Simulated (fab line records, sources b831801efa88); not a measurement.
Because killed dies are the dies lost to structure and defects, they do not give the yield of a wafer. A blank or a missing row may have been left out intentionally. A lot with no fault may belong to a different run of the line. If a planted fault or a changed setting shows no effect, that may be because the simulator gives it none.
Commonality check across tools / flow sfq-line / Lots sampled 14, wafers sampled 48

WHAT PROMPTED THE OPENING
At SFQ_M4_RS_MEAS_924 the reading M4_NB_RS is flagged on 2 of 14 lots. Fault-free wafers read 0.923 ohm/sq, with a standard deviation of 0.012.
Rule: a lot gets a flag if all its wafers with a number sit over 4 standard deviations from that mean, or if no wafer of it has a number. As for the other lots, they are considered sound.

lot=L549; measured=day 44 00:21; on=film-metro-04; M4_NB_RS (ohm/sq), wafer by wafer=0.937 0.940 0.936; flag=
lot=L550; measured=day 49 03:11; on=film-metro-04; M4_NB_RS (ohm/sq), wafer by wafer=0.453 0.462 0.457 0.455 0.462 0.458; flag=FLAGGED
lot=L551; measured=day 49 05:20; on=film-metro-02; M4_NB_RS (ohm/sq), wafer by wafer=0.914 0.915 0.916; flag=
lot=L552; measured=day 49 11:38; on=film-metro-04; M4_NB_RS (ohm/sq), wafer by wafer=0.461 0.451 0.459 0.461 0.450 0.458; flag=FLAGGED
lot=L553; measured=day 49 13:45; on=film-metro-03; M4_NB_RS (ohm/sq), wafer by wafer=0.909 0.906 0.922; flag=
lot=L554; measured=day 49 19:44; on=film-metro-04; M4_NB_RS (ohm/sq), wafer by wafer=0.927 0.935 0.940; flag=
lot=L555; measured=day 50 00:32; on=film-metro-03; M4_NB_RS (ohm/sq), wafer by wafer=0.916 0.897 0.905; flag=
lot=L560; measured=day 51 06:08; on=film-metro-04; M4_NB_RS (ohm/sq), wafer by wafer=0.913 0.917 0.923; flag=
lot=L562; measured=day 51 18:19; on=film-metro-02; M4_NB_RS (ohm/sq), wafer by wafer=0.931 0.932 0.913; flag=
lot=L563; measured=day 52 00:25; on=film-metro-02; M4_NB_RS (ohm/sq), wafer by wafer=0.932 0.934 0.929; flag=
lot=L564; measured=day 52 05:06; on=film-metro-03; M4_NB_RS (ohm/sq), wafer by wafer=0.932 0.937 0.934; flag=
lot=L567; measured=day 56 19:26; on=film-metro-04; M4_NB_RS (ohm/sq), wafer by wafer=0.949 0.939 0.938; flag=
lot=L568; measured=day 57 05:01; on=film-metro-04; M4_NB_RS (ohm/sq), wafer by wafer=0.932 0.921 0.931; flag=
lot=L569; measured=day 57 13:33; on=film-metro-04; M4_NB_RS (ohm/sq), wafer by wafer=0.936 0.928 0.928; flag=
On average the flagged lots' numbers are 0.457 ohm/sq, which is -0.466 ohm/sq against the usual, or -39 standard deviations.

WHICH TOOL RAN EACH LOT
The record holds 2 process steps before the reading, out of a route of 325 steps. Every cell lists first the tool, next ch and the chambers used by the sampled wafers, and last the start.
lot=L549; flag=; SFQ_TRILAYER_M3_DEP_SPUTTER_073=pvd-sputter-04, day 37 11:37; SFQ_TRILAYER_M4_DEP_SPUTTER_091=pvd-sputter-04, day 44 00:16
lot=L550; flag=FLAGGED; SFQ_TRILAYER_M3_DEP_SPUTTER_073=pvd-sputter-06, day 44 02:32; SFQ_TRILAYER_M4_DEP_SPUTTER_091=pvd-sputter-05, day 49 02:50
lot=L551; flag=; SFQ_TRILAYER_M3_DEP_SPUTTER_073=pvd-sputter-04, day 44 03:44; SFQ_TRILAYER_M4_DEP_SPUTTER_091=pvd-sputter-03, day 49 05:14
lot=L552; flag=FLAGGED; SFQ_TRILAYER_M3_DEP_SPUTTER_073=pvd-sputter-03, day 44 12:16; SFQ_TRILAYER_M4_DEP_SPUTTER_091=pvd-sputter-03, day 49 11:14
lot=L553; flag=; SFQ_TRILAYER_M3_DEP_SPUTTER_073=pvd-sputter-04, day 44 14:40; SFQ_TRILAYER_M4_DEP_SPUTTER_091=pvd-sputter-03, day 49 13:40
lot=L554; flag=; SFQ_TRILAYER_M3_DEP_SPUTTER_073=pvd-sputter-06, day 44 23:04; SFQ_TRILAYER_M4_DEP_SPUTTER_091=pvd-sputter-05, day 49 19:38
lot=L555; flag=; SFQ_TRILAYER_M3_DEP_SPUTTER_073=pvd-sputter-04, day 45 03:52; SFQ_TRILAYER_M4_DEP_SPUTTER_091=pvd-sputter-03, day 50 00:26
lot=L560; flag=; SFQ_TRILAYER_M3_DEP_SPUTTER_073=pvd-sputter-04, day 46 00:16; SFQ_TRILAYER_M4_DEP_SPUTTER_091=pvd-sputter-05, day 51 06:02
lot=L562; flag=; SFQ_TRILAYER_M3_DEP_SPUTTER_073=pvd-sputter-03, day 46 03:52; SFQ_TRILAYER_M4_DEP_SPUTTER_091=pvd-sputter-05, day 51 18:14
lot=L563; flag=; SFQ_TRILAYER_M3_DEP_SPUTTER_073=pvd-sputter-04, day 46 08:04; SFQ_TRILAYER_M4_DEP_SPUTTER_091=pvd-sputter-04, day 52 00:19
lot=L564; flag=; SFQ_TRILAYER_M3_DEP_SPUTTER_073=pvd-sputter-06, day 46 09:52; SFQ_TRILAYER_M4_DEP_SPUTTER_091=pvd-sputter-05, day 52 05:01
lot=L567; flag=; SFQ_TRILAYER_M3_DEP_SPUTTER_073=pvd-sputter-03, day 47 08:56; SFQ_TRILAYER_M4_DEP_SPUTTER_091=pvd-sputter-05, day 56 19:19
lot=L568; flag=; SFQ_TRILAYER_M3_DEP_SPUTTER_073=pvd-sputter-03, day 47 13:38; SFQ_TRILAYER_M4_DEP_SPUTTER_091=pvd-sputter-05, day 57 04:55
lot=L569; flag=; SFQ_TRILAYER_M3_DEP_SPUTTER_073=pvd-sputter-03, day 47 19:38; SFQ_TRILAYER_M4_DEP_SPUTTER_091=pvd-sputter-05, day 57 13:26
What these steps do:
- SFQ_TRILAYER_M3_DEP_SPUTTER_073: material Nb, target thk 200 nm, time 133.3 s.
- SFQ_TRILAYER_M4_DEP_SPUTTER_091: material Nb, target thk 200 nm, time 128.8 s.
- SFQ_M4_RS_MEAS_924: measures by four-point-probe.

FLAGGED OVER TOTAL, TOOL BY TOOL (the gauges that took the reading come last)
step=SFQ_TRILAYER_M3_DEP_SPUTTER_073; tool=pvd-sputter-03; lots run=5; flagged=1; share of the flagged lots=some; sound lots run after its first flagged lot=4 (L562,L567,L568,L569)
step=SFQ_TRILAYER_M3_DEP_SPUTTER_073; tool=pvd-sputter-04; lots run=6; flagged=0; share of the flagged lots=none; sound lots run after its first flagged lot=-
step=SFQ_TRILAYER_M3_DEP_SPUTTER_073; tool=pvd-sputter-06; lots run=3; flagged=1; share of the flagged lots=some; sound lots run after its first flagged lot=2 (L554,L564)
step=SFQ_TRILAYER_M4_DEP_SPUTTER_091; tool=pvd-sputter-03; lots run=4; flagged=1; share of the flagged lots=some; sound lots run after its first flagged lot=2 (L553,L555)
step=SFQ_TRILAYER_M4_DEP_SPUTTER_091; tool=pvd-sputter-04; lots run=2; flagged=0; share of the flagged lots=none; sound lots run after its first flagged lot=-
step=SFQ_TRILAYER_M4_DEP_SPUTTER_091; tool=pvd-sputter-05; lots run=8; flagged=1; share of the flagged lots=some; sound lots run after its first flagged lot=7 (L554,L560,L562,L564,L567,L568,L569)
step=SFQ_M4_RS_MEAS_924; tool=film-metro-02; lots run=3; flagged=0; share of the flagged lots=none; sound lots run after its first flagged lot=-
step=SFQ_M4_RS_MEAS_924; tool=film-metro-03; lots run=3; flagged=0; share of the flagged lots=none; sound lots run after its first flagged lot=-
step=SFQ_M4_RS_MEAS_924; tool=film-metro-04; lots run=8; flagged=2; share of the flagged lots=all; sound lots run after its first flagged lot=5 (L554,L560,L567,L568,L569)

WHAT IS ALLOWED BY THE TABLE
All flagged lots share 1 row of the table, namely film-metro-04 at SFQ_M4_RS_MEAS_924.
- film-metro-04 at SFQ_M4_RS_MEAS_924 ran 8 lots, 2 of them flagged. After the first flagged lot (L554, L560, L567, L568, L569), sound lots still ran on it; a lasting fault on the whole tool would not permit that.
Every row of the table either missed a flagged lot or ran a sound lot after the first.

WHAT HAD BEEN PUT IN BY THE SIMULATOR
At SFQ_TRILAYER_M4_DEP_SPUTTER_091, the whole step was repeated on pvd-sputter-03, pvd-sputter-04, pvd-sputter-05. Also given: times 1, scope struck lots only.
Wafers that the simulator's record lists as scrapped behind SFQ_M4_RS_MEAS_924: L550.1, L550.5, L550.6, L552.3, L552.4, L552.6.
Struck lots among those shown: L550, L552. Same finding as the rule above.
